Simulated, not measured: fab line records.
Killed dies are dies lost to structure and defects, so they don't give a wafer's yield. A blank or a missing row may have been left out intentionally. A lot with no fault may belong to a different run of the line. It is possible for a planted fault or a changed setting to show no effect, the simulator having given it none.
Check for tools in common :: flow sky130 :: Sample size 12 lots and 36 wafers

== THE REASON FOR OPENING IT ==
SKY_CAP2M_OVL_MEAS_12, reading CAP2M_OVL: flagged on 3 of 12 lots. No-fault wafers: -0.9 nm, standard deviation 1.4.
Rule: flag the lot when none of its wafers has a number, or when each of its wafers that has one lies beyond 4 standard deviations from that mean. As for the other lots, they are considered sound.

lot: L306
measured: day 41 12:53
on: overlay-02
CAP2M_OVL (nm), wafer by wafer: 0.4 -0.4 0.1
flag: 

lot: L311
measured: day 44 03:12
on: overlay-01
CAP2M_OVL (nm), wafer by wafer: 0.9 -0.4 -0.4
flag: 

lot: L312
measured: day 44 04:44
on: overlay-02
CAP2M_OVL (nm), wafer by wafer: -2.4 -3.4 -2.1
flag: 

lot: L313
measured: day 44 07:05
on: overlay-01
CAP2M_OVL (nm), wafer by wafer: 244.7 243.4 242.3
flag: FLAGGED

lot: L317
measured: day 44 17:44
on: overlay-01
CAP2M_OVL (nm), wafer by wafer: 244.8 243.0 244.5
flag: FLAGGED

lot: L316
measured: day 45 01:29
on: overlay-02
CAP2M_OVL (nm), wafer by wafer: 244.6 243.8 243.6
flag: FLAGGED

lot: L321
measured: day 46 01:56
on: overlay-02
CAP2M_OVL (nm), wafer by wafer: -0.8 -1.2 -1.1
flag: 

lot: L322
measured: day 46 04:17
on: overlay-02
CAP2M_OVL (nm), wafer by wafer: 0.2 0.7 -0.3
flag: 

lot: L323
measured: day 46 04:50
on: overlay-02
CAP2M_OVL (nm), wafer by wafer: 1.5 1.4 1.9
flag: 

lot: L324
measured: day 46 10:11
on: overlay-02
CAP2M_OVL (nm), wafer by wafer: -1.1 -3.1 -1.6
flag: 

lot: L325
measured: day 47 02:55
on: overlay-02
CAP2M_OVL (nm), wafer by wafer: -1.6 -2.0 0.3
flag: 

lot: L327
measured: day 47 06:50
on: overlay-02
CAP2M_OVL (nm), wafer by wafer: 0.7 1.4 1.4
flag: 
The numbers of the flagged lots are 243.9 nm on average: +244.8 nm against the usual, or +99 or more standard deviations.

== WHICH TOOL RAN EACH LOT ==
Before the reading, the record contains 2 process steps out of a 708-step route. Read each cell as the tool, then ch plus the chambers that the sampled wafers visited, then the start.
lot: L306
flag: 
SKY_METAL3_DESCUM_15: rie_metal-02 ch 0,1, day 39 08:53
SKY_CAP2M_EXPOSE_09: iline_stepper-02 ch 0, day 41 01:12

lot: L311
flag: 
SKY_METAL3_DESCUM_15: rie_metal-01 ch 0,1, day 42 00:54
SKY_CAP2M_EXPOSE_09: iline_stepper-01 ch 0, day 43 16:07

lot: L312
flag: 
SKY_METAL3_DESCUM_15: rie_metal-01 ch 0,1, day 42 02:38
SKY_CAP2M_EXPOSE_09: iline_stepper-01 ch 0, day 43 18:15

lot: L313
flag: FLAGGED
SKY_METAL3_DESCUM_15: rie_metal-01 ch 0, day 42 04:56
SKY_CAP2M_EXPOSE_09: iline_stepper-01 ch 0, day 43 20:37

lot: L317
flag: FLAGGED
SKY_METAL3_DESCUM_15: rie_metal-01 ch 0,1, day 42 15:41
SKY_CAP2M_EXPOSE_09: iline_stepper-01 ch 0, day 44 06:12

lot: L316
flag: FLAGGED
SKY_METAL3_DESCUM_15: rie_metal-02 ch 0,1, day 43 00:35
SKY_CAP2M_EXPOSE_09: iline_stepper-01 ch 0, day 44 14:26

lot: L321
flag: 
SKY_METAL3_DESCUM_15: rie_metal-01 ch 0,1, day 44 02:02
SKY_CAP2M_EXPOSE_09: iline_stepper-02 ch 0, day 45 15:54

lot: L322
flag: 
SKY_METAL3_DESCUM_15: rie_metal-04 ch 0,1, day 44 05:14
SKY_CAP2M_EXPOSE_09: iline_stepper-02 ch 0, day 45 18:42

lot: L323
flag: 
SKY_METAL3_DESCUM_15: rie_metal-01 ch 0,1, day 44 06:11
SKY_CAP2M_EXPOSE_09: iline_stepper-02 ch 0, day 45 19:23

lot: L324
flag: 
SKY_METAL3_DESCUM_15: rie_metal-02 ch 0,1, day 44 09:50
SKY_CAP2M_EXPOSE_09: iline_stepper-02 ch 0, day 46 00:32

lot: L325
flag: 
SKY_METAL3_DESCUM_15: rie_metal-04 ch 0,1, day 45 03:57
SKY_CAP2M_EXPOSE_09: iline_stepper-02 ch 0, day 46 17:38

lot: L327
flag: 
SKY_METAL3_DESCUM_15: rie_metal-04 ch 0,1, day 45 08:45
SKY_CAP2M_EXPOSE_09: iline_stepper-02 ch 0, day 46 22:25
What these steps do:
- SKY_METAL3_DESCUM_15: chemistry O2, time 8 s.
- SKY_CAP2M_EXPOSE_09: exposes mask CAP2M, target cd 1000 nm.
- SKY_CAP2M_OVL_MEAS_12

== FLAGGED AGAINST TOTAL, ONE TOOL AT A TIME (gauges that did the reading follow at the end) ==
step: SKY_METAL3_DESCUM_15
tool: rie_metal-01
lots run: 6
flagged: 2
share of the flagged lots: some
sound lots run after its first flagged lot: 2 (L321,L323)

step: SKY_METAL3_DESCUM_15
tool: rie_metal-02
lots run: 3
flagged: 1
share of the flagged lots: some
sound lots run after its first flagged lot: 1 (L324)

step: SKY_METAL3_DESCUM_15
tool: rie_metal-04
lots run: 3
flagged: 0
share of the flagged lots: none
sound lots run after its first flagged lot: -

step: SKY_CAP2M_EXPOSE_09
tool: iline_stepper-01
lots run: 5
flagged: 3
share of the flagged lots: all
sound lots run after its first flagged lot: 0

step: SKY_CAP2M_EXPOSE_09
tool: iline_stepper-02
lots run: 7
flagged: 0
share of the flagged lots: none
sound lots run after its first flagged lot: -

step: SKY_CAP2M_OVL_MEAS_12
tool: overlay-01
lots run: 3
flagged: 2
share of the flagged lots: some
sound lots run after its first flagged lot: 0

step: SKY_CAP2M_OVL_MEAS_12
tool: overlay-02
lots run: 9
flagged: 1
share of the flagged lots: some
sound lots run after its first flagged lot: 6 (L321,L322,L323,L324,L325,L327)

== WHAT THE TABLE PERMITS ==
Rows of the table that ran each flagged lot: 1, that is iline_stepper-01 at SKY_CAP2M_EXPOSE_09.
- iline_stepper-01 at SKY_CAP2M_EXPOSE_09 ran 5 lots, 3 of them flagged. A fault beginning between L312 (day 43 18:15), its last sound lot, and L313 (day 43 20:37), its first flagged one, fits the data.
Left over: one tool, iline_stepper-01 at SKY_CAP2M_EXPOSE_09.

== WHAT THE SIMULATOR PUT IN ==
Scanner matching overlay: iline_stepper-01, from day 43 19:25 on, at SKY_CAP2M_EXPOSE_09. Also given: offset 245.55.
Shown lots that were struck: L313, L317, L316. The rule above found the same.
